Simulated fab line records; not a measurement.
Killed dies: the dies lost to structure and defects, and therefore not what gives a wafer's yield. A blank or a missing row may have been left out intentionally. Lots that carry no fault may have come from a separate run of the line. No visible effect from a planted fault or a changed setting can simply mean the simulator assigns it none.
Shared-tool check :: flow sky130 :: 11 lots and 33 wafers in the sample

REASON IT WAS OPENED
SKY_SD_P_OVL_MEAS_08, reading SD_P_OVL: flagged on 3 of 11 lots. No-fault wafers: -0.3 nm, standard deviation 1.4.
Rule: a lot gets a flag if all its wafers with a number sit over 4 standard deviations from that mean, or if no wafer of it has a number. As for the other lots, they are considered sound.

lot: L255
measured: day 25 17:37
on: overlay-02
SD_P_OVL (nm), wafer by wafer: 0.8 0.1 2.0
flag: 

lot: L256
measured: day 26 02:48
on: overlay-01
SD_P_OVL (nm), wafer by wafer: -0.5 -1.1 -0.8
flag: 

lot: L258
measured: day 26 13:56
on: overlay-01
SD_P_OVL (nm), wafer by wafer: 1.2 1.4 2.0
flag: 

lot: L264
measured: day 28 18:44
on: overlay-02
SD_P_OVL (nm), wafer by wafer: -95.0 -94.3 -94.7
flag: FLAGGED

lot: L265
measured: day 29 02:05
on: overlay-01
SD_P_OVL (nm), wafer by wafer: -98.6 -97.1 -96.8
flag: FLAGGED

lot: L266
measured: day 29 19:00
on: overlay-01
SD_P_OVL (nm), wafer by wafer: -96.9 -97.8 -97.6
flag: FLAGGED

lot: L267
measured: day 29 19:14
on: overlay-01
SD_P_OVL (nm), wafer by wafer: 3.9 2.5 2.6
flag: 

lot: L269
measured: day 30 12:19
on: overlay-02
SD_P_OVL (nm), wafer by wafer: 1.1 1.4 2.5
flag: 

lot: L270
measured: day 30 16:29
on: overlay-02
SD_P_OVL (nm), wafer by wafer: -1.1 -1.5 -1.6
flag: 

lot: L274
measured: day 31 21:29
on: overlay-02
SD_P_OVL (nm), wafer by wafer: 0.9 0.8 1.4
flag: 

lot: L277
measured: day 32 17:25
on: overlay-01
SD_P_OVL (nm), wafer by wafer: -0.7 -1.2 -1.7
flag: 
The mean of the flagged lots' numbers is -96.5 nm, -96.2 nm from the usual (-69 standard deviations).

TOOL THAT RAN EACH LOT
The record keeps 1 process step preceding the reading, out of 708 steps on the route. Every cell lists first the tool, next ch and the chambers used by the sampled wafers, and last the start.
lot: L255
flag: 
SKY_SD_P_EXPOSE_04: iline stepper-02 ch 0, day 25 03:15

lot: L256
flag: 
SKY_SD_P_EXPOSE_04: iline stepper-02 ch 0, day 25 12:26

lot: L258
flag: 
SKY_SD_P_EXPOSE_04: iline stepper-01 ch 0, day 25 23:16

lot: L264
flag: FLAGGED
SKY_SD_P_EXPOSE_04: iline stepper-01 ch 0, day 28 04:32

lot: L265
flag: FLAGGED
SKY_SD_P_EXPOSE_04: iline stepper-01 ch 0, day 28 11:46

lot: L266
flag: FLAGGED
SKY_SD_P_EXPOSE_04: iline stepper-01 ch 0, day 29 05:07

lot: L267
flag: 
SKY_SD_P_EXPOSE_04: iline stepper-02 ch 0, day 29 05:22

lot: L269
flag: 
SKY_SD_P_EXPOSE_04: iline stepper-02 ch 0, day 29 22:32

lot: L270
flag: 
SKY_SD_P_EXPOSE_04: iline stepper-02 ch 0, day 30 02:38

lot: L274
flag: 
SKY_SD_P_EXPOSE_04: iline stepper-02 ch 0, day 31 07:56

lot: L277
flag: 
SKY_SD_P_EXPOSE_04: iline stepper-02 ch 0, day 32 04:19
What the steps here do:
- SKY_SD_P_EXPOSE_04: exposes mask PSDM, target cd 380 nm.
- SKY_SD_P_OVL_MEAS_08

FLAGGED OVER TOTAL, TOOL BY TOOL (the gauges that took the reading come last)
step: SKY_SD_P_EXPOSE_04
tool: iline stepper-01
lots run: 4
flagged: 3
share of the flagged lots: all
sound lots run after its first flagged lot: 0

step: SKY_SD_P_EXPOSE_04
tool: iline stepper-02
lots run: 7
flagged: 0
share of the flagged lots: none
sound lots run after its first flagged lot: -

step: SKY_SD_P_OVL_MEAS_08
tool: overlay-01
lots run: 6
flagged: 2
share of the flagged lots: some
sound lots run after its first flagged lot: 2 (L267,L277)

step: SKY_SD_P_OVL_MEAS_08
tool: overlay-02
lots run: 5
flagged: 1
share of the flagged lots: some
sound lots run after its first flagged lot: 3 (L269,L270,L274)

WHAT IS ALLOWED BY THE TABLE
Rows of the table that ran each flagged lot: 1, that is iline stepper-01 at SKY_SD_P_EXPOSE_04.
- iline stepper-01 at SKY_SD_P_EXPOSE_04: 3 of its 4 lots flagged. It ran its last sound lot, L258, at day 25 23:16 and its first flagged lot, L264, at day 28 04:32: a fault with its onset between the two fits.
What remains is a single tool, iline stepper-01 at SKY_SD_P_EXPOSE_04.

WHAT THE SIMULATOR HAD PUT IN
Scanner matching overlay: iline stepper-01, from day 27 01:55 on, at SKY_SD_P_EXPOSE_04. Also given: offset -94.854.
Shown lots that were struck: L264, L265, L266. Same finding as the rule above.
